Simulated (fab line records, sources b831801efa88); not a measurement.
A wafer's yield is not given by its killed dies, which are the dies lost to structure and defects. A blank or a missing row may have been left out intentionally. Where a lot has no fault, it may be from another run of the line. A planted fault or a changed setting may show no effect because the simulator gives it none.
fab line records -- flow sky130 -- part 1 of 2: steps 1 to 34 of 35
record: lots: 7, wafers: 21, lastDay: 50
route steps=708 shown SD_P@327 RES_XHIGH@332 SD_N@342 SALICIDE@361 PAD_OPEN@708
lots that met no fault: from a run of the same line without faults
startH: hours from the record's opening day to when the first of the lot's shown wafers began -- waitH: hours since the lot's step before -- " repeats the value in the row above -- L1.1+2: a single row standing in for several wafers -- - no value, or no start was given -- * or withheld: withheld -- < > ~ a bound
route shown NAME@n: a module of which the file shows steps, and the number in the route of the first -- usual: mean/standard deviation of fault-free wafers -- same: alike in all rows -- chamber/n: place in a boat -- sites: each site's reading -- _std_site: the standard deviation of these -- _edge_site: inner sites' mean taken away from outer sites' mean -- radiusMm: for every site, how far away it sits from the centre of the wafer -- mask NAME#n: copy n -- behind: the tool/chamber that last shaped the wafer -- hold: why the lot was held/for how many hours/how that ended -- device: which transistor (n, p or np) failed to switch -- end of line: tests run on the same wafers once the route is complete -- a step given without rows: its recipe and nothing more -- killed: count of dies lost to structure and defects at first sort (not the wafer's yield) -- map: per-die view of a wafer (x killed, . not killed, _ where there is no die)
set.NAME: setting as actually run; set.NAME@STEP: the setting as run at that earlier step -- model.NAME: the simulator's own value behind a step, which no gauge read
a table for each step, a row for each wafer; lots at some steps of the route
services: a tool's chamber out of use, with start hour (startH, from the record's first day; less than 0 if before it), hours out, and reason
== steps ==
step: SKY_SD_P_CD_MEAS_07
recipe: targetCdNm: 380
usual: cdNm: 379.8/2.7
lot.wafer,tool,chamber,startH,waitH,cdNm
L709.1,cdSem-02,-,601.58,0.1,379.8
L709.3,cdSem-02,-,601.58,0.1,380.2
L709.6,cdSem-02,-,601.58,0.1,382.5
L712.1,cdSem-01,-,637.53,0.1,372.0
L712.4,cdSem-01,-,637.53,0.1,376.5
L712.5,cdSem-01,-,637.53,0.1,375.9
L713.2,cdSem-01,-,645.95,0.1,380.0
L713.3,cdSem-01,-,645.95,0.1,377.3
L713.6,cdSem-01,-,645.95,0.1,380.4
L717.3,cdSem-01,-,672.70,0.1,386.1
L717.4,cdSem-01,-,672.70,0.1,386.1
L717.6,cdSem-01,-,672.70,0.1,384.8
L718.2,cdSem-01,-,675.10,0.1,379.3
L718.4,cdSem-01,-,675.10,0.1,382.0
L718.5,cdSem-01,-,675.10,0.1,383.5
L720.2,cdSem-01,-,697.85,0.1,381.2
L720.5,cdSem-01,-,697.85,0.1,382.2
L720.6,cdSem-01,-,697.85,0.1,381.0
L729.1,cdSem-01,-,760.78,0.1,375.5
L729.3,cdSem-01,-,760.78,0.1,376.1
L729.6,cdSem-01,-,760.78,0.1,374.8
step: SKY_SD_P_OVL_MEAS_08
usual: SD_P_OVL: -0.7/1.7
lot.wafer,tool,chamber,startH,waitH,SD_P_OVL[nm]
L709.1,overlay-01,-,601.70,0.1,1.4
L709.3,overlay-01,-,601.70,0.1,-0.1
L709.6,overlay-01,-,601.70,0.1,1.7
L712.1,overlay-02,-,637.65,0.1,-4.3
L712.4,overlay-02,-,637.65,0.1,-3.4
L712.5,overlay-02,-,637.65,0.1,-4.6
L713.2,overlay-02,-,646.06,0.1,0.3
L713.3,overlay-02,-,646.06,0.1,0.1
L713.6,overlay-02,-,646.06,0.1,0.2
L717.3,overlay-01,-,672.79,0.1,0.5
L717.4,overlay-01,-,672.79,0.1,0.0
L717.6,overlay-01,-,672.79,0.1,-0.2
L718.2,overlay-01,-,675.21,0.1,-2.1
L718.4,overlay-01,-,675.21,0.1,-1.7
L718.5,overlay-01,-,675.21,0.1,-1.6
L720.2,overlay-02,-,697.96,0.1,0.5
L720.5,overlay-02,-,697.96,0.1,-0.4
L720.6,overlay-02,-,697.96,0.1,-0.6
L729.1,overlay-02,-,760.90,0.1,-2.9
L729.3,overlay-02,-,760.90,0.1,-0.5
L729.6,overlay-02,-,760.90,0.1,-1.1
step: SKY_SD_P_IMPLANT_09
recipe: species: BF2, energyKev: 20, doseCm2: 3e+15, tiltDeg: 0
step: SKY_SD_P_STRIP_10
recipe: chemistry: O2/N2, powerW: 1400, pressureMtorr: 1500, platenTempC: withheld, o2FlowSccm: 3000, n2FlowSccm: 300, overashFraction: 0.5
usual: drypumpMotorCurrentA: 5.35/0.19, oesProductAu: 0.617/0.0046, stripTimeToEndpointS: 17.48/0.038
lot.wafer,tool,chamber,startH,waitH,drypumpMotorCurrentA,oesProductAu,rfHoursCounterH,stripTimeToEndpointS
L709.1,plasmaAsher-04,1,601.89,0.1,5.17,0.615,71,17.41
L709.3,plasmaAsher-04,1,601.89,0.1,5.15,0.626,-,17.46
L709.6,plasmaAsher-04,0,601.89,0.1,5.24,0.622,-,17.45
L712.1,plasmaAsher-02,1,637.84,0.1,5.42,0.621,91,17.51
L712.4,plasmaAsher-02,1,637.84,0.1,5.40,0.624,-,17.46
L712.5,plasmaAsher-02,0,637.84,0.1,5.70,0.619,-,17.48
L713.2,plasmaAsher-02,0,646.24,0.1,5.71,0.621,92,17.46
L713.3,plasmaAsher-02,1,646.24,0.1,5.39,0.619,-,17.51
L713.6,plasmaAsher-02,1,646.24,0.1,5.37,0.607,-,17.50
L717.3,plasmaAsher-04,1,672.99,0.1,5.17,0.624,-,17.44
L717.4,plasmaAsher-04,0,672.99,0.1,5.24,0.614,-,17.52
L717.6,plasmaAsher-04,0,672.99,0.1,5.24,0.613,-,17.49
L718.2,plasmaAsher-01,1,675.39,0.1,5.35,0.619,23,17.46
L718.4,plasmaAsher-01,1,675.39,0.1,5.30,0.619,-,17.46
L718.5,plasmaAsher-01,0,675.39,0.1,5.26,0.620,-,17.45
L720.2,plasmaAsher-04,1,698.14,0.1,5.18,0.618,80,17.50
L720.5,plasmaAsher-04,1,698.14,0.1,5.18,0.622,-,17.50
L720.6,plasmaAsher-04,0,698.14,0.1,5.26,0.613,-,17.52
L729.1,plasmaAsher-04,0,761.09,0.1,5.20,0.620,87,17.50
L729.3,plasmaAsher-04,0,761.09,0.1,5.21,0.616,-,17.51
L729.6,plasmaAsher-04,1,761.09,0.1,5.20,0.618,-,17.53
step: SKY_SD_P_TW_MEAS_11
usual: SD_P_TW: 2815/16
lot.wafer,tool,chamber,startH,waitH,SD_P_TW
L709.1,filmMetro-03,-,601.99,0.1,2839
L709.3,filmMetro-03,-,601.99,0.1,2829
L709.6,filmMetro-03,-,601.99,0.1,2870
L712.1,filmMetro-01,-,637.94,0.1,2833
L712.4,filmMetro-01,-,637.94,0.1,2822
L712.5,filmMetro-01,-,637.94,0.1,2822
L713.2,filmMetro-02,-,646.35,0.1,2801
L713.3,filmMetro-02,-,646.35,0.1,2803
L713.6,filmMetro-02,-,646.35,0.1,2800
L717.3,filmMetro-02,-,673.08,0.1,2792
L717.4,filmMetro-02,-,673.08,0.1,2798
L717.6,filmMetro-02,-,673.08,0.1,2802
L718.2,filmMetro-02,-,675.50,0.1,2802
L718.4,filmMetro-02,-,675.50,0.1,2807
L718.5,filmMetro-02,-,675.50,0.1,2830
L720.2,filmMetro-03,-,698.25,0.1,2835
L720.5,filmMetro-03,-,698.25,0.1,2844
L720.6,filmMetro-03,-,698.25,0.1,2847
L729.1,filmMetro-02,-,761.19,0.1,2816
L729.3,filmMetro-02,-,761.19,0.1,2807
L729.6,filmMetro-02,-,761.19,0.1,2815
step: SKY_RES_XHIGH_DEHYDRATE_00
recipe: tempC: 200, timeS: 60
step: SKY_RES_XHIGH_HMDS_01
recipe: primeTimeS: 60, primeTempC: 120
step: SKY_RES_XHIGH_COAT_02
recipe: resist: NOVOLAK, spinRpm: 3000, resistThkNm: 1140
step: SKY_RES_XHIGH_SOFTBAKE_03
recipe: tempC: 90, timeS: 60, resist: NOVOLAK
step: SKY_RES_XHIGH_EXPOSE_04
recipe: maskId: URPM, na: 0.6, sourceShape: conventional, sigmaOuter: 0.6, polarization: unpolarized, targetCdNm: 1270, doseMj: 140
step: SKY_RES_XHIGH_PEB_05
recipe: tempC: withheld, timeS: *, resist: NOVOLAK
step: SKY_RES_XHIGH_DEVELOP_06
recipe: resist: NOVOLAK, developer: TMAH, developTimeS: 60, devTempC: 23
step: SKY_RES_XHIGH_IMPLANT_07
recipe: species: BF2, energyKev: 20, doseCm2: 3.6e+14, tiltDeg: 0
lot.wafer,tool,chamber,startH,waitH
L709.1+3+6,implanter-01,0,630.48,0.1
L712.1+4+5,implanter-03,0,666.91,0.1
L713.2+3+6,implanter-01,0,674.59,0.1
L717.3+4+6,implanter-01,0,699.88,0.1
L717.3+4+6,implanter-01,0,700.20,0.3
L718.2+4+5,implanter-01,0,703.29,0.1
L718.2+4+5,implanter-01,0,703.61,0.3
L720.2+5+6,implanter-01,0,726.29,0.1
L720.2+5+6,implanter-01,0,726.61,0.3
L729.1+3+6,implanter-03,0,787.81,0.1
step: SKY_RES_XHIGH_STRIP_08
recipe: chemistry: O2/N2, powerW: 1400, pressureMtorr: 1500, platenTempC: withheld, o2FlowSccm: 3000, n2FlowSccm: 300, overashFraction: 0.5
usual: drypumpMotorCurrentA: 5.7/0.48, oesProductAu: 0.712/0.0042, stripTimeToEndpointS: 14.26/0.036
lot.wafer,tool,chamber,startH,waitH,drypumpMotorCurrentA,oesProductAu,rfHoursCounterH,stripTimeToEndpointS
L709.1,plasmaAsher-02,0,630.63,0.1,5.7,0.721,91,14.24
L709.3,plasmaAsher-02,0,630.63,0.1,5.7,0.713,-,14.24
L709.6,plasmaAsher-02,0,630.63,0.1,5.7,0.712,-,14.25
L712.1,plasmaAsher-03,0,667.06,0.1,5.9,0.706,58,14.27
L712.4,plasmaAsher-03,1,667.06,0.1,6.7,0.707,-,14.24
L712.5,plasmaAsher-03,0,667.06,0.1,5.9,0.711,-,14.20
L713.2,plasmaAsher-02,0,674.71,0.1,5.7,0.715,96,14.29
L713.3,plasmaAsher-02,0,674.71,0.1,5.7,0.712,-,14.30
L713.6,plasmaAsher-02,1,674.71,0.1,5.4,0.708,-,14.28
L717.3,plasmaAsher-02,0,700.33,0.1,5.7,0.690,-,15.08
L717.4,plasmaAsher-02,1,700.33,0.1,5.4,0.685,-,15.07
L717.6,plasmaAsher-02,0,700.33,0.1,5.7,0.685,-,15.04
L718.2,plasmaAsher-03,1,703.73,0.1,6.7,0.687,61,14.96
L718.4,plasmaAsher-03,1,703.73,0.1,6.7,0.692,-,14.97
L718.5,plasmaAsher-03,1,703.73,0.1,6.7,0.687,-,15.01
L720.2,plasmaAsher-01,1,726.87,0.2,5.3,0.684,28,15.03
L720.5,plasmaAsher-01,1,726.87,0.2,5.3,0.687,-,15.10
L720.6,plasmaAsher-01,0,726.87,0.2,5.2,0.685,-,15.06
L729.1,plasmaAsher-01,1,787.96,0.1,5.3,0.716,34,14.32
L729.3,plasmaAsher-01,0,787.96,0.1,5.3,0.712,-,14.26
L729.6,plasmaAsher-01,1,787.96,0.1,5.3,0.708,-,14.28
step: SKY_RES_XHIGH_TW_MEAS_09
usual: RES_XHIGH_TW: 1636/9.7
lot.wafer,tool,chamber,startH,waitH,RES_XHIGH_TW
L709.1,filmMetro-03,-,630.73,0.1,1646
L709.3,filmMetro-03,-,630.73,0.1,1640
L709.6,filmMetro-03,-,630.73,0.1,1643
L712.1,filmMetro-03,-,667.16,0.1,1629
L712.4,filmMetro-03,-,667.16,0.1,1628
L712.5,filmMetro-03,-,667.16,0.1,1640
L713.2,filmMetro-01,-,674.82,0.1,1631
L713.3,filmMetro-01,-,674.82,0.1,1633
L713.6,filmMetro-01,-,674.82,0.1,1640
L717.3,filmMetro-03,-,700.42,0.1,2022
L717.4,filmMetro-03,-,700.42,0.1,2021
L717.6,filmMetro-03,-,700.42,0.1,2008
L718.2,filmMetro-03,-,703.84,0.1,2019
L718.4,filmMetro-03,-,703.84,0.1,2011
L718.5,filmMetro-03,-,703.84,0.1,2019
L720.2,filmMetro-01,-,726.98,0.1,2012
L720.5,filmMetro-01,-,726.98,0.1,1995
L720.6,filmMetro-01,-,726.98,0.1,1999
L729.1,filmMetro-02,-,788.06,0.1,1632
L729.3,filmMetro-02,-,788.06,0.1,1631
L729.6,filmMetro-02,-,788.06,0.1,1637
step: SKY_SD_N_DEHYDRATE_00
recipe: tempC: 200, timeS: 60
step: SKY_SD_N_HMDS_01
recipe: primeTimeS: 60, primeTempC: 120
step: SKY_SD_N_COAT_02
recipe: resist: NOVOLAK, spinRpm: 3000, resistThkNm: 1140
step: SKY_SD_N_SOFTBAKE_03
recipe: tempC: 90, timeS: 60, resist: NOVOLAK
step: SKY_SD_N_EXPOSE_04
recipe: maskId: NSDM, na: 0.6, sourceShape: conventional, sigmaOuter: 0.6, polarization: unpolarized, targetCdNm: 380, doseMj: 141
step: SKY_SD_N_PEB_05
recipe: tempC: withheld, timeS: *, resist: NOVOLAK
step: SKY_SD_N_DEVELOP_06
recipe: resist: NOVOLAK, developer: TMAH, developTimeS: 60, devTempC: 23
step: SKY_SD_N_CD_MEAS_07
recipe: targetCdNm: 380
usual: cdNm: 380.6/2.7
lot.wafer,tool,chamber,startH,waitH,cdNm
L709.1,cdSem-01,-,659.46,0.1,377.3
L709.3,cdSem-01,-,659.46,0.1,377.7
L709.6,cdSem-01,-,659.46,0.1,378.6
L712.1,cdSem-01,-,695.41,0.1,383.1
L712.4,cdSem-01,-,695.41,0.1,384.7
L712.5,cdSem-01,-,695.41,0.1,383.6
L713.2,cdSem-01,-,702.63,0.1,384.0
L713.3,cdSem-01,-,702.63,0.1,381.8
L713.6,cdSem-01,-,702.63,0.1,381.6
L717.3,cdSem-01,-,728.00,0.1,379.1
L717.4,cdSem-01,-,728.00,0.1,381.8
L717.6,cdSem-01,-,728.00,0.1,380.9
L718.2,cdSem-01,-,731.23,0.1,379.4
L718.4,cdSem-01,-,731.23,0.1,378.3
L718.5,cdSem-01,-,731.23,0.1,377.6
L720.2,cdSem-01,-,754.08,0.1,382.5
L720.5,cdSem-01,-,754.08,0.1,380.9
L720.6,cdSem-01,-,754.08,0.1,379.2
L729.1,cdSem-02,-,815.23,0.1,378.9
L729.3,cdSem-02,-,815.23,0.1,384.4
L729.6,cdSem-02,-,815.23,0.1,381.3
step: SKY_SD_N_OVL_MEAS_08
usual: SD_N_OVL: 0.3/1.5
lot.wafer,tool,chamber,startH,waitH,SD_N_OVL[nm]
L709.1,overlay-02,-,659.58,0.1,-0.5
L709.3,overlay-02,-,659.58,0.1,-0.6
L709.6,overlay-02,-,659.58,0.1,0.3
L712.1,overlay-01,-,695.53,0.1,0.2
L712.4,overlay-01,-,695.53,0.1,0.0
L712.5,overlay-01,-,695.53,0.1,1.5
L713.2,overlay-02,-,702.74,0.1,-0.7
L713.3,overlay-02,-,702.74,0.1,-0.8
L713.6,overlay-02,-,702.74,0.1,-1.9
L717.3,overlay-01,-,728.09,0.1,-0.1
L717.4,overlay-01,-,728.09,0.1,0.4
L717.6,overlay-01,-,728.09,0.1,-1.1
L718.2,overlay-02,-,731.34,0.1,-1.2
L718.4,overlay-02,-,731.34,0.1,-1.2
L718.5,overlay-02,-,731.34,0.1,-1.4
L720.2,overlay-02,-,754.19,0.1,0.9
L720.5,overlay-02,-,754.19,0.1,1.9
L720.6,overlay-02,-,754.19,0.1,1.6
L729.1,overlay-02,-,815.35,0.1,0.1
L729.3,overlay-02,-,815.35,0.1,0.3
L729.6,overlay-02,-,815.35,0.1,-0.5
step: SKY_SD_N_IMPLANT_09
recipe: species: As, energyKev: 50, doseCm2: 4e+15, tiltDeg: 0
step: SKY_SD_N_IMPLANT_10
recipe: species: P, energyKev: 20, doseCm2: 1e+14, tiltDeg: 0
step: SKY_SD_N_STRIP_11
recipe: chemistry: O2/N2, powerW: 1400, pressureMtorr: 1500, platenTempC: withheld, o2FlowSccm: 3000, n2FlowSccm: 300, overashFraction: 0.5
usual: drypumpMotorCurrentA: 5.5/0.39, oesProductAu: 0.528/0.0047, stripTimeToEndpointS: 22.56/0.036
lot.wafer,tool,chamber,startH,waitH,drypumpMotorCurrentA,oesProductAu,rfHoursCounterH,stripTimeToEndpointS
L709.1,plasmaAsher-03,0,659.91,0.1,5.8,0.524,57,22.55
L709.3,plasmaAsher-03,1,659.91,0.1,6.7,0.533,-,22.58
L709.6,plasmaAsher-03,1,659.91,0.1,6.7,0.533,-,22.61
L712.1,plasmaAsher-04,0,695.87,0.1,5.2,0.526,80,22.57
L712.4,plasmaAsher-04,1,695.87,0.1,5.2,0.533,-,22.52
L712.5,plasmaAsher-04,1,695.87,0.1,5.1,0.536,-,22.54
L713.2,plasmaAsher-03,0,703.07,0.1,5.9,0.523,61,22.52
L713.3,plasmaAsher-03,1,703.07,0.1,6.7,0.525,-,22.53
L713.6,plasmaAsher-03,0,703.07,0.1,5.9,0.526,-,22.49
L717.3,plasmaAsher-02,0,728.44,0.1,5.7,0.522,-,22.53
L717.4,plasmaAsher-02,1,728.44,0.1,5.4,0.527,-,22.56
L717.6,plasmaAsher-02,0,728.44,0.1,5.7,0.527,-,22.51
L718.2,plasmaAsher-02,1,731.67,0.1,5.4,0.533,101,22.53
L718.4,plasmaAsher-02,1,731.67,0.1,5.4,0.528,-,22.53
L718.5,plasmaAsher-02,0,731.67,0.1,5.7,0.540,-,22.55
L720.2,plasmaAsher-02,1,754.52,0.1,5.4,0.522,1,22.57
L720.5,plasmaAsher-02,0,754.52,0.1,5.7,0.530,-,22.61
L720.6,plasmaAsher-02,1,754.52,0.1,5.4,0.531,-,22.59
L729.1,plasmaAsher-04,0,815.69,0.1,5.2,0.526,93,22.57
L729.3,plasmaAsher-04,1,815.69,0.1,5.2,0.527,-,22.59
L729.6,plasmaAsher-04,0,815.69,0.1,5.2,0.521,-,22.61
step: SKY_SD_N_TW_MEAS_12
usual: SD_N_TW: 3977/24
lot.wafer,tool,chamber,startH,waitH,SD_N_TW
L709.1,filmMetro-01,-,660.01,0.1,3967
L709.3,filmMetro-01,-,660.01,0.1,4014
L709.6,filmMetro-01,-,660.01,0.1,3996
L712.1,filmMetro-02,-,695.97,0.1,3941
L712.4,filmMetro-02,-,695.97,0.1,3940
L712.5,filmMetro-02,-,695.97,0.1,3955
L713.2,filmMetro-03,-,703.18,0.1,3995
L713.3,filmMetro-03,-,703.18,0.1,4001
L713.6,filmMetro-03,-,703.18,0.1,3986
L717.3,filmMetro-01,-,728.53,0.1,3954
L717.4,filmMetro-01,-,728.53,0.1,3951
L717.6,filmMetro-01,-,728.53,0.1,3971
L718.2,filmMetro-01,-,731.78,0.1,3972
L718.4,filmMetro-01,-,731.78,0.1,3972
L718.5,filmMetro-01,-,731.78,0.1,3971
L720.2,filmMetro-01,-,754.63,0.1,3963
L720.5,filmMetro-01,-,754.63,0.1,3991
L720.6,filmMetro-01,-,754.63,0.1,3983
L729.1,filmMetro-02,-,815.79,0.1,3954
L729.3,filmMetro-02,-,815.79,0.1,3948
L729.6,filmMetro-02,-,815.79,0.1,3943
step: SKY_SD_N_CLEAN_13
recipe: chemistry: SC1/SC2, mix: 1:4:20, tempC: 70, timeS: 150, dry: n2Spin
step: SKY_SD_N_RTA_14
recipe: tempC: 1075, timeS: 2, idleTempC: 650, rampUpCPerS: 150, rampDownCPerS: 90, ambient: N2
usual: lampPowerPct: 15.73/0.053, wafer_temp_C_max: 1078.1/1.5
lot.wafer,tool,chamber,startH,waitH,lampPowerPct,wafer_temp_C_max
L709.1,rtpAnneal-02,0,660.12,0.0,15.66,1077.3
L709.3,rtpAnneal-02,0,660.12,0.0,15.79,1078.7
L709.6,rtpAnneal-02,0,660.12,0.0,15.75,1078.1
L712.1,rtpAnneal-01,0,696.08,0.0,15.67,1078.0
L712.4,rtpAnneal-01,0,696.08,0.0,15.68,1077.5
L712.5,rtpAnneal-01,0,696.08,0.0,15.78,1076.8
L713.2,rtpAnneal-02,0,703.29,0.0,15.73,1077.5
L713.3,rtpAnneal-02,0,703.29,0.0,15.81,1078.5
L713.6,rtpAnneal-02,0,703.29,0.0,15.77,1082.7
L717.3,rtpAnneal-02,0,728.64,0.0,15.76,1076.0
L717.4,rtpAnneal-02,0,728.64,0.0,15.74,1076.1
L717.6,rtpAnneal-02,0,728.64,0.0,15.74,1078.8
L718.2,rtpAnneal-01,0,731.89,0.0,15.70,1075.9
L718.4,rtpAnneal-01,0,731.89,0.0,15.78,1075.6
L718.5,rtpAnneal-01,0,731.89,0.0,15.72,1079.4
L720.2,rtpAnneal-01,0,754.74,0.0,15.66,1080.4
L720.5,rtpAnneal-01,0,754.74,0.0,15.68,1078.9
L720.6,rtpAnneal-01,0,754.74,0.0,15.76,1079.0
L729.1,rtpAnneal-01,0,815.90,0.0,15.73,1077.7
L729.3,rtpAnneal-01,0,815.90,0.0,15.75,1076.8
L729.6,rtpAnneal-01,0,815.90,0.0,15.78,1077.3
step: SKY_SD_N_RS_MEAS_16
recipe: thkMeasGauge: four-point-probe
usual: SD_N_RS: 68.49/0.12
lot.wafer,tool,chamber,startH,waitH,SD_N_RS[ohm/sq]
L709.1,filmMetro-02,-,660.29,0.1,68.82
L709.3,filmMetro-02,-,660.29,0.1,68.74
L709.6,filmMetro-02,-,660.29,0.1,68.73
L712.1,filmMetro-03,-,696.25,0.1,68.53
L712.4,filmMetro-03,-,696.25,0.1,68.29
L712.5,filmMetro-03,-,696.25,0.1,68.40
L713.2,filmMetro-02,-,703.47,0.1,68.32
L713.3,filmMetro-02,-,703.47,0.1,68.50
L713.6,filmMetro-02,-,703.47,0.1,68.62
L717.3,filmMetro-03,-,728.83,0.1,68.41
L717.4,filmMetro-03,-,728.83,0.1,68.58
L717.6,filmMetro-03,-,728.83,0.1,68.50
L718.2,filmMetro-02,-,732.07,0.1,68.65
L718.4,filmMetro-02,-,732.07,0.1,68.67
L718.5,filmMetro-02,-,732.07,0.1,68.54
L720.2,filmMetro-01,-,754.92,0.1,68.45
L720.5,filmMetro-01,-,754.92,0.1,68.52
L720.6,filmMetro-01,-,754.92,0.1,68.55
L729.1,filmMetro-03,-,816.07,0.1,68.33
L729.3,filmMetro-03,-,816.07,0.1,68.23
L729.6,filmMetro-03,-,816.07,0.1,68.37
step: SKY_SD_N_RS_MEAS_17
recipe: thkMeasGauge: four-point-probe
usual: SD_P_RS: 146.9/0.35
lot.wafer,tool,chamber,startH,waitH,SD_P_RS[ohm/sq]
L709.1,filmMetro-02,-,660.41,0.1,147.7
L709.3,filmMetro-02,-,660.41,0.1,147.4
L709.6,filmMetro-02,-,660.41,0.1,147.7
L712.1,filmMetro-03,-,696.37,0.1,146.5
L712.4,filmMetro-03,-,696.37,0.1,147.0
L712.5,filmMetro-03,-,696.37,0.1,146.8
L713.2,filmMetro-02,-,703.59,0.1,147.3
L713.3,filmMetro-02,-,703.59,0.1,146.7
L713.6,filmMetro-02,-,703.59,0.1,147.3
L717.3,filmMetro-03,-,728.95,0.1,147.2
L717.4,filmMetro-03,-,728.95,0.1,146.9
L717.6,filmMetro-03,-,728.95,0.1,146.9
L718.2,filmMetro-02,-,732.19,0.1,147.3
L718.4,filmMetro-02,-,732.19,0.1,147.0
L718.5,filmMetro-02,-,732.19,0.1,147.1
L720.2,filmMetro-01,-,755.04,0.1,146.6
L720.5,filmMetro-01,-,755.04,0.1,147.2
L720.6,filmMetro-01,-,755.04,0.1,147.2
L729.1,filmMetro-03,-,816.19,0.1,146.6
L729.3,filmMetro-03,-,816.19,0.1,146.9
L729.6,filmMetro-03,-,816.19,0.1,146.9
step: SKY_SD_N_RS_MEAS_18
recipe: thkMeasGauge: four-point-probe
usual: RES_XHIGH_RS: 333.2/1.3
lot.wafer,tool,chamber,startH,waitH,RES_XHIGH_RS[ohm/sq]
L709.1,filmMetro-02,-,660.53,0.1,334.3
L709.3,filmMetro-02,-,660.53,0.1,333.9
L709.6,filmMetro-02,-,660.53,0.1,333.8
L712.1,filmMetro-03,-,696.49,0.1,332.3
L712.4,filmMetro-03,-,696.49,0.1,331.1
L712.5,filmMetro-03,-,696.49,0.1,330.4
L713.2,filmMetro-02,-,703.71,0.1,332.9
L713.3,filmMetro-02,-,703.71,0.1,333.0
L713.6,filmMetro-02,-,703.71,0.1,332.9
L717.3,filmMetro-03,-,729.07,0.1,203.3
L717.4,filmMetro-03,-,729.07,0.1,203.4
L717.6,filmMetro-03,-,729.07,0.1,203.9
L718.2,filmMetro-02,-,732.31,0.1,205.1
L718.4,filmMetro-02,-,732.31,0.1,204.7
L718.5,filmMetro-02,-,732.31,0.1,204.9
L720.2,filmMetro-01,-,755.16,0.1,203.7
L720.5,filmMetro-01,-,755.16,0.1,204.2
L720.6,filmMetro-01,-,755.16,0.1,203.7
L729.1,filmMetro-03,-,816.31,0.1,332.8
L729.3,filmMetro-03,-,816.31,0.1,332.8
L729.6,filmMetro-03,-,816.31,0.1,330.9
step: SKY_SALICIDE_CLEAN_00
recipe: chemistry: HF-last, timeS: 30, dilution: 100:1, dry: ipaMarangoni
== key ==
firstSign: step: SKY_RES_XHIGH_IMPLANT_07, reading: visit, direction: added
effect: step: SKY_RES_XHIGH_STRIP_08, reading: stripTimeToEndpointS, direction: up, sigmas: 22, usual: *, struck: *
effect: step: SKY_RES_XHIGH_TW_MEAS_09, reading: RES_XHIGH_TW, direction: up, sigmas: 39, usual: 1636, struck: 2012
effect: step: SKY_SD_N_RS_MEAS_18, reading: RES_XHIGH_RS, direction: down, sigmas: 97, usual: 333.2, struck: 204.1
modelEffect: step: SKY_PAD_OPEN_PROBE_99, value: etest.resXhighPo.lineOhmUm, without: 5512, struck: 1828
metAt SKY_RES_XHIGH_IMPLANT_07
struckWafers L717.3,L717.4,L717.6,L718.2,L718.4,L718.5,L720.2,L720.5,L720.6
testerLeftOut L717,L718,L720
fault: kind: repeatedStepWhole, tool: implanter-01,implanter-03,implanter-04, chamber: -, onsetH: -, steps: SKY_RES_XHIGH_IMPLANT_07, times: 1, scope: struckLotsOnly
testerLeftOut: of these lots the tester's yield and bins aren't shown, on N5 and GAA mostly nor the transistor test; their killed dies are dies lost to structure and defects alone, not to doping, threshold or leakage, so they don't give the yield
